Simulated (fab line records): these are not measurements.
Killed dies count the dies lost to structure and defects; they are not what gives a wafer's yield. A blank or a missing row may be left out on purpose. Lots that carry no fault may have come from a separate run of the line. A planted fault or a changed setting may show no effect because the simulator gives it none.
Struck lot and sound lot, side by side + flow sky130 + 15 steps out of a route of 708
Sound: wafers L180.2, L180.4, L180.6. Wafers struck: L189.2, L189.3, L189.4. At the end, the cause is stated.
Order at every step that has rows: each side's tool, ch and its chambers, its first start. Under that, the readings that differ: sound wafers + struck wafers + difference of the means + sigmas: that difference in standard deviations of wafers without a fault.
alike: a reading whose means differ by less than 2 such deviations, as well as words and numbers matching on both sides. not compared: withheld readings; readings where some wafer has no value; bounds like >300 that might hide an equal value; numbers whose values overlap and for which the record gives no deviation.
The two part at a step that has a row with sigmas, a row that says differs or no value, or rows on one side only. Numbers that have no deviation but don't overlap get no sigmas and don't part them. A reading that every wafer of one side lacks parts them only if that side has two wafers or more.

SKY_VT_ADJUST_HVTP_OVL_MEAS_08:
  sound on overlay-01, day 5 23:59; struck on overlay-02, day 8 14:47
  alike: VT_ADJUST_HVTP_OVL
after that, 1 step had no rows for these wafers: SKY_VT_ADJUST_HVTP_IMPLANT_09.
SKY_VT_ADJUST_HVTP_STRIP_10: strips in O2/N2.
  sound on plasma_asher-01 ch 0,1, day 6 00:10; struck on plasma_asher-01 ch 0,1, day 8 14:58
  alike: drypump_motor_current_A, oes_product_au, strip_time_to_endpoint_s
  not compared: rf_hours_counter_h
SKY_VT_ADJUST_HVTP_TW_MEAS_11:
  sound on film_metro-01, day 6 00:16; struck on film_metro-02, day 8 15:04
  alike: VT_ADJUST_HVTP_TW
then, 7 steps without rows for these wafers: SKY_VT_ADJUST_LVTN_DEHYDRATE_00 (time 60 s); SKY_VT_ADJUST_LVTN_HMDS_01 (prime time 60 s); SKY_VT_ADJUST_LVTN_COAT_02 (resist thk 3000 nm); SKY_VT_ADJUST_LVTN_SOFTBAKE_03; SKY_VT_ADJUST_LVTN_EXPOSE_04 (exposes mask NWM COMPLEMENT LESS NATIVE, target cd 840 nm); SKY_VT_ADJUST_LVTN_PEB_05; SKY_VT_ADJUST_LVTN_DEVELOP_06 (develop time 60 s).
SKY_VT_ADJUST_LVTN_OVL_MEAS_07:
  sound on overlay-02, day 6 18:53; struck on overlay-01, day 9 12:07
  alike: VT_ADJUST_LVTN_OVL
SKY_VT_ADJUST_LVTN_IMPLANT_08:
  sound on implanter-04 ch 0, day 6 18:56; struck on implanter-02 ch 0, day 9 12:11
| reading                   | sound                | struck               | difference | sigmas      |
|---------------------------|----------------------|----------------------|------------|-------------|
| beam_energy_keV           | 30.013 30.001 30.011 | 28.750 28.740 28.741 | -1.265     | -99 or more |
| model.implant.rp_nm (nm)  | 98.51 98.51 98.51    | 97.05 97.05 97.05    | -1.46      |             |
| model.implant.drp_nm (nm) | 42.97 42.97 42.97    | 41.46 41.46 41.46    | -1.51      |             |
  alike: faraday_current_uA
SKY_VT_ADJUST_LVTN_STRIP_09: strips in O2/N2.
  sound on plasma_asher-04 ch 0, day 6 19:04; struck on plasma_asher-02 ch 0,1, day 9 12:18
  alike: drypump_motor_current_A, oes_product_au, strip_time_to_endpoint_s
  not compared: rf_hours_counter_h
after that, 1 step had no rows for these wafers: SKY_PAD_OPEN_PROBE_99.

== WHERE THEY PART ==
Only at SKY_VT_ADJUST_LVTN_IMPLANT_08, within this record. Later steps at which nothing parts them and some readings are alike: SKY_VT_ADJUST_LVTN_STRIP_09.

WHY: what had been put in by the simulator
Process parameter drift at SKY_VT_ADJUST_LVTN_IMPLANT_08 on implanter-02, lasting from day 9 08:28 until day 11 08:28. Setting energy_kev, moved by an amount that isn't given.
